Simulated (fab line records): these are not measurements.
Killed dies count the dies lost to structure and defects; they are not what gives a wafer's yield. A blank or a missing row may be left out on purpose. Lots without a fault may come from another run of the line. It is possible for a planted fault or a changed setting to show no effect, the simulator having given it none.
Which tool was responsible? / flow gf180mcu / 18 wafers from 6 lots sampled at 2 of the route's 602 steps

WHAT THE GAUGES READ, wafer by wafer
GF_HV_LDD_RS_MEAS_53: measurement is done with a four-point probe.
lot=L691; measured=day 12 18:31; on=film-metro-04; HV_LDD_RS (ohm/sq)=419.9 419.5 420.2
lot=L696; measured=day 14 11:55; on=film-metro-04; HV_LDD_RS (ohm/sq)=418.3 418.8 418.7
lot=L699; measured=day 15 04:20; on=film-metro-01; HV_LDD_RS (ohm/sq)=418.2 417.9 418.1
lot=L704; measured=day 17 05:05; on=film-metro-03; HV_LDD_RS (ohm/sq)=418.3 418.7 418.7
lot=L706; measured=day 17 13:01; on=film-metro-03; HV_LDD_RS (ohm/sq)=413.2 413.3 411.8
lot=L712; measured=day 20 00:36; on=film-metro-04; HV_LDD_RS (ohm/sq)=418.9 419.0 419.3

WHAT TOOL EACH LOT RAN ON (gives the tool, then ch and the chambers of the sampled wafers, and finally the start)
lot=L691; GF_HV_LDD_IMPLANT_34=implanter-02 ch 0, day 11 21:19
lot=L696; GF_HV_LDD_IMPLANT_34=implanter-03 ch 0, day 13 14:13
lot=L699; GF_HV_LDD_IMPLANT_34=implanter-03 ch 0, day 14 06:03
lot=L704; GF_HV_LDD_IMPLANT_34=implanter-02 ch 0, day 16 06:19
lot=L706; GF_HV_LDD_IMPLANT_34=implanter-03 ch 0, day 16 14:04
lot=L712; GF_HV_LDD_IMPLANT_34=implanter-04 ch 0, day 18 23:43
- GF_HV_LDD_IMPLANT_34

THE ANSWER, worked out from the rows above alone
Rule: what is usual is taken from the lots themselves. Put in order of their means at a reading, lots are off if they are a third of the lots or fewer, leave a main group of 4 or more, and stand apart from it by a gap of 3 or more times the standard deviation of the main group's means; of several such gaps the widest counts. Not used: any main group whose means are identical at the precision the tables above print for the reading. Also off: a lot with no number at a reading for which 4 or more lots have one. The other lots that the step has rows for count as sound.
Off: L706, at GF_HV_LDD_RS_MEAS_53 (HV_LDD_RS). The main group has a mean of 418.8 ohm/sq with a standard deviation of 0.61.
If a tool, at a process step before that reading, ran all the lots that are off and no sound lot after the first of them, it fits. The gauges at GF_HV_LDD_RS_MEAS_53 are tried like those tools. Can't be told from this: 2 tools fit, implanter-03 at GF_HV_LDD_IMPLANT_34, film-metro-03 at GF_HV_LDD_RS_MEAS_53.

WHAT HAD BEEN PUT IN BY THE SIMULATOR
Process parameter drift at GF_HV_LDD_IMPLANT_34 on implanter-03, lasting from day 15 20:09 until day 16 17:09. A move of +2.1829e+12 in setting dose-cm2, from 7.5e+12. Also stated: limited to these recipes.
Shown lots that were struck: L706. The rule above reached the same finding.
